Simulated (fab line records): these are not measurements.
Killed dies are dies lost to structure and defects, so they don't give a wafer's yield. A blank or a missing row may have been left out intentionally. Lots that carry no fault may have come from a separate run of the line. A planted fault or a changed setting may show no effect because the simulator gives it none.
Matching of chambers :: flow sky130 :: SKY_PAD_OPEN_ETCH_07 on rie-diel-03 has 4 sister chambers
The step etches the open film in CF4/O2, stops on AlCu, target depth 725 nm, time 161.1 s. 4 wafers are shown with their chamber, then 7 later ones without.

== EACH WAFER AND ITS CHAMBER ==
wafer: L847.2
chamber: 2
drypump-motor-current-A (A): 6.2

wafer: L851.6
chamber: 0
drypump-motor-current-A (A): 6.4

wafer: L853.1
chamber: 3
drypump-motor-current-A (A): 6.4

wafer: L853.4
chamber: 1
drypump-motor-current-A (A): 5.1

== WAFERS WHOSE CHAMBER IS MISSING ==
wafer: L853.5
drypump-motor-current-A (A): 6.4

wafer: L858.2
drypump-motor-current-A (A): 6.3

wafer: L858.3
drypump-motor-current-A (A): 6.4

wafer: L858.4
drypump-motor-current-A (A): 5.1

wafer: L861.3
drypump-motor-current-A (A): 6.2

wafer: L861.4
drypump-motor-current-A (A): 6.4

wafer: L861.6
drypump-motor-current-A (A): 6.4

== CHAMBER TAKEN BY EACH ==
wafer: L853.5
from the rows above: can't be placed: 0 or 3
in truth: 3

wafer: L858.2
from the rows above: can't be placed: 2 or 0 or 3
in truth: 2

wafer: L858.3
from the rows above: can't be placed: 0 or 3
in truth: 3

wafer: L858.4
from the rows above: 1
in truth: 1

wafer: L861.3
from the rows above: 2
in truth: 2

wafer: L861.4
from the rows above: can't be placed: 0 or 3
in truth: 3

wafer: L861.6
from the rows above: can't be placed: 0 or 3
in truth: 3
Correct placement for 2 of the 7. These rows do not allow placing 5 (true chamber among the candidates in 5). Wrongly placed: 0.
How it was worked out, from the rows above alone: a wafer's distance from a chamber is the root of the sum, over the readings, of the square of ((its reading less the chamber's mean) divided by the reading's scatter). The wafer belongs to the nearest chamber; if the next one is less than 2 further off, it can't be placed. Each chamber's mean is taken over the wafers shown for it. The scatter: with one shown wafer a chamber, the root of the mean of the squares of how far each hidden wafer lies from its nearest shown one.
